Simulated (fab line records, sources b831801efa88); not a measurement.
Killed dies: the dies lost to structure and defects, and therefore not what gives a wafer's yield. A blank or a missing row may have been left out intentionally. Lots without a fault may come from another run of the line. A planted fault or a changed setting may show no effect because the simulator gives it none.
Which tool was responsible? ; flow sky130 ; 39 wafers from 13 lots sampled at 4 of the route's 708 steps

WHAT THE GAUGES READ, wafer by wafer
SKY_SD_N_RS_MEAS_16: uses a four-point probe to measure. Usual: SD_N_RS typically reads 68.59 ohm/sq, with standard deviation 0.12.
lot;measured;on;SD_N_RS (ohm/sq);flag
L665;day 29 00:03;film_metro-01;68.57 68.41 68.49;
L666;day 29 08:37;film_metro-04;68.41 68.50 68.55;
L667;day 29 12:56;film_metro-04;68.81 68.74 68.39;
L668;day 30 06:50;film_metro-01;68.56 68.62 68.64;
L669;day 30 18:04;film_metro-01;68.62 68.60 68.62;
L671;day 31 03:55;film_metro-04;68.92 68.72 68.76;
L672;day 31 08:50;film_metro-02;68.69 68.41 68.68;
L673;day 31 17:26;film_metro-04;68.59 68.77 68.56;
L674;day 32 00:41;film_metro-01;68.44 68.58 68.43;
L675;day 32 06:35;film_metro-02;68.51 68.40 68.46;
L677;day 32 19:03;film_metro-04;68.60 68.50 68.52;
L682;day 34 10:44;film_metro-02;68.59 68.67 68.52;
L685;day 35 02:54;film_metro-04;68.24 68.55 68.56;

SKY_VIA2_OVL_MEAS_13. Usual: VIA2_OVL typically reads -4 nm, with standard deviation 5.7.
lot;measured;on;VIA2_OVL (nm);flag
L665;day 37 07:04;overlay-02;5 -6 0;
L666;day 37 15:14;overlay-01;-2 -8 -1;
L667;day 37 15:53;overlay-02;-12 -10 -6;
L668;day 38 09:44;overlay-02;-7 -9 5;
L669;day 38 18:29;overlay-01;2 4 9;
L671;day 39 04:35;overlay-01;4 -4 -8;
L672;day 39 06:41;overlay-01;1 0 -4;
L673;day 39 17:29;overlay-01;0 -12 -10;
L674;day 39 22:10;overlay-01;7 0 -8;
L675;day 40 05:35;overlay-01;10 1 3;
L677;day 40 17:01;overlay-02;0 -3 -4;
L682;day 42 04:56;overlay-01;-10 -6 -12;
L685;day 42 19:16;overlay-01;-4 -3 -6;

WHAT TOOL EACH LOT RAN ON (gives the tool, then ch and the chambers of the sampled wafers, and finally the start)
lot;SKY_LDD_HVP_EXPOSE_04;SKY_METAL2_SPUTTER_03
L665;iline_stepper-01 ch 0, day 22 04:01;pvd_sputter-02, day 35 00:08
L666;iline_stepper-01 ch 0, day 22 14:31;pvd_sputter-04, day 35 09:57
L667;iline_stepper-01 ch 0, day 22 19:59;pvd_sputter-02, day 35 11:07
L668;iline_stepper-01 ch 0, day 23 13:47;pvd_sputter-04, day 36 04:40
L669;iline_stepper-01 ch 0, day 24 01:33;pvd_sputter-04, day 36 13:47
L671;iline_stepper-01 ch 0, day 24 12:22;pvd_sputter-01, day 37 00:00
L672;iline_stepper-02 ch 0, day 24 17:53;pvd_sputter-02, day 37 03:36
L673;iline_stepper-01 ch 0, day 25 03:11;pvd_sputter-01, day 37 14:01
L674;iline_stepper-02 ch 0, day 25 10:34;pvd_sputter-04, day 37 19:17
L675;iline_stepper-02 ch 0, day 25 16:30;pvd_sputter-02, day 38 01:35
L677;iline_stepper-01 ch 0, day 26 08:12;pvd_sputter-04, day 38 13:15
L682;iline_stepper-01 ch 0, day 28 02:27;pvd_sputter-04, day 40 02:43
L685;iline_stepper-02 ch 0, day 28 20:25;pvd_sputter-02, day 40 16:59
- SKY_LDD_HVP_EXPOSE_04: exposes mask HVPTM, target cd 700 nm.
- SKY_METAL2_SPUTTER_03: material Ti, target thk 5 nm, time 3.3 s.

WHAT THE TOOLS THEMSELVES READ (means of the sampled wafers that have a number; where no wafer has one, the mark that the record gives instead)
SKY_METAL2_SPUTTER_03. Usual: chamber_pressure_pa 0.4001 Pa, standard deviation 0.00078; throttle_valve_pct 29.8 %, standard deviation 0.93.
lot;tool;chamber_pressure_pa (Pa);throttle_valve_pct (%);flag
L665;pvd_sputter-02;0.3999;30.1;
L666;pvd_sputter-04;0.4000;30.0;
L667;pvd_sputter-02;0.4008;29.8;
L668;pvd_sputter-04;0.3997;29.8;
L669;pvd_sputter-04;0.4005;29.6;
L671;pvd_sputter-01;0.4003;30.2;
L672;pvd_sputter-02;0.4004;29.7;
L673;pvd_sputter-01;0.3998;30.9;
L674;pvd_sputter-04;0.4013;29.5;
L675;pvd_sputter-02;0.4014;29.4;
L677;pvd_sputter-04;0.3995;29.8;
L682;pvd_sputter-04;0.4002;29.8;
L685;pvd_sputter-02;0.3998;29.7;

THE ANSWER, worked out from the rows above alone
Rule: lot off if the mean of its wafers having a number is beyond 3 standard deviations from the usual mean. A lot without any number at a reading at which 4 lots or more have one is off too. The other lots that the step has rows for count as sound. The gauges are gone through in route order, then the tools' own readings, and for those a lot's mean is taken as printed above. At the first step where some lot is off, the reading lying furthest off is the one used; lots without a number count as furthest.
No lot is off at any reading shown: from this, nothing can be told.

WHAT THE SIMULATOR HAD PUT IN
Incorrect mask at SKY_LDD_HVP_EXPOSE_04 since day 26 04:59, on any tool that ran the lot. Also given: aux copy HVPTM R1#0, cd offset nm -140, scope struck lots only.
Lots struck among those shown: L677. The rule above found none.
